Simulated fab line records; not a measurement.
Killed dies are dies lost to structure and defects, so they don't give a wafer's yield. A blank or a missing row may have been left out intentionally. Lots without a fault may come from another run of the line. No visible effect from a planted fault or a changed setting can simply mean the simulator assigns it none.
Which tool is to blame? ; flow sky130 ; Sampling: 13 lots, 39 wafers, 3 of 708 route steps

WHAT THE GAUGES READ, wafer by wafer
SKY_SONOS_TUNNEL_OVL_MEAS_08.
lot;measured;on;SONOS_TUNNEL_OVL (nm)
L958;day 12 08:37;overlay-01;-0.1 1.5 0.2
L957;day 12 10:17;overlay-01;0.3 -0.1 1.6
L960;day 13 04:32;overlay-02;0.4 -0.6 1.2
L961;day 13 11:02;overlay-02;2.4 3.5 0.7
L969;day 16 00:52;overlay-02;1.4 1.6 -0.7
L970;day 16 11:46;overlay-01;0.8 0.7 1.6
L971;day 16 19:34;overlay-02;-1.3 -0.5 0.4
L972;day 17 01:44;overlay-02;2.4 1.7 1.8
L973;day 17 07:07;overlay-01;-1.8 -2.1 0.3
L974;day 17 14:28;overlay-02;-1.5 -3.0 -2.3
L975;day 17 23:44;overlay-02;-0.7 -0.2 -0.3
L978;day 19 02:04;overlay-02;-0.1 -1.2 -1.5
L979;day 19 09:53;overlay-01;-0.5 0.5 1.0

SKY_GATE_OXIDE_TW_MEAS_14.
lot;measured;on;GATE_OXIDE_TW
L958;day 15 00:01;filmMetro-02;227.6 228.0 227.6
L957;day 15 00:21;filmMetro-01;223.6 221.7 222.2
L960;day 15 15:49;filmMetro-01;221.9 222.1 223.0
L961;day 16 00:33;filmMetro-04;223.7 224.0 224.5
L969;day 18 23:13;filmMetro-02;227.8 227.7 227.1
L970;day 19 09:49;filmMetro-01;226.6 225.4 225.1
L971;day 19 14:57;filmMetro-04;224.2 225.4 225.1
L972;day 20 01:19;filmMetro-04;224.3 223.8 223.2
L973;day 20 05:29;filmMetro-01;225.6 224.0 224.4
L974;day 20 12:58;filmMetro-02;228.0 227.1 227.2
L975;day 20 21:22;filmMetro-02;227.0 226.1 226.4
L978;day 22 00:41;filmMetro-02;224.3 224.0 225.6
L979;day 22 08:36;filmMetro-01;224.9 225.3 225.9

SKY_LDD_LDN_OVL_MEAS_07.
lot;measured;on;LDD_LDN_OVL (nm)
L958;day 24 10:48;overlay-02;-0.3 -0.2 -1.3
L957;day 24 08:21;overlay-02;-0.4 -0.6 -0.1
L960;day 25 02:12;overlay-02;-1.2 -1.9 -0.1
L961;day 25 09:40;overlay-02;1.0 0.2 -0.3
L969;day 28 07:07;overlay-01;-0.8 0.4 0.8
L970;day 28 14:27;overlay-02;-2.0 -1.9 -1.6
L971;day 28 20:31;overlay-01;0.1 0.3 0.6
L972;day 29 06:58;overlay-02;0.4 -2.6 -0.6
L973;day 29 08:45;overlay-02;-0.3 0.9 0.9
L974;day 29 15:04;overlay-01;-0.5 -1.1 0.3
L975;day 30 00:07;overlay-01;0.3 0.7 -0.3
L978;day 31 00:20;overlay-01;-1.5 -3.0 -0.9
L979;day 31 07:48;overlay-02;-1.2 -0.7 0.5

WHAT TOOL EACH LOT RAN ON (gives the tool, then ch and the chambers of the sampled wafers, and finally the start)
There is no process step in the record ahead of these readings.

AS READ BY THE TOOLS THEMSELVES (means over the sampled wafers that have a number; for cases with no such wafer, the mark the record gives instead)
The record holds no such reading with a usual standard deviation.

THE ANSWER, worked out from the rows above alone
Rule: the usual values come from the lots themselves. The widest of any qualifying gaps counts: lots, ordered by their means at a reading, are off when they make up no more than a third of the lots, leave a main group of 4 or more, and stand apart from it by 3 or more times the standard deviation of that group's means. A main group is skipped when, at the precision printed for the reading in the tables above, its means are all equal. A lot without any number at a reading at which 4 lots or more have one is off too. All remaining lots with rows at the step are treated as sound. Order of review: gauges by route order, followed by the tools' own readings, for which a lot's mean as printed above is used. At the first step where some lot is off, the reading lying furthest off is the one used; lots without a number count as furthest.
None of the lots is off at any reading shown; this tells nothing.

WHAT THE SIMULATOR HAD PUT IN
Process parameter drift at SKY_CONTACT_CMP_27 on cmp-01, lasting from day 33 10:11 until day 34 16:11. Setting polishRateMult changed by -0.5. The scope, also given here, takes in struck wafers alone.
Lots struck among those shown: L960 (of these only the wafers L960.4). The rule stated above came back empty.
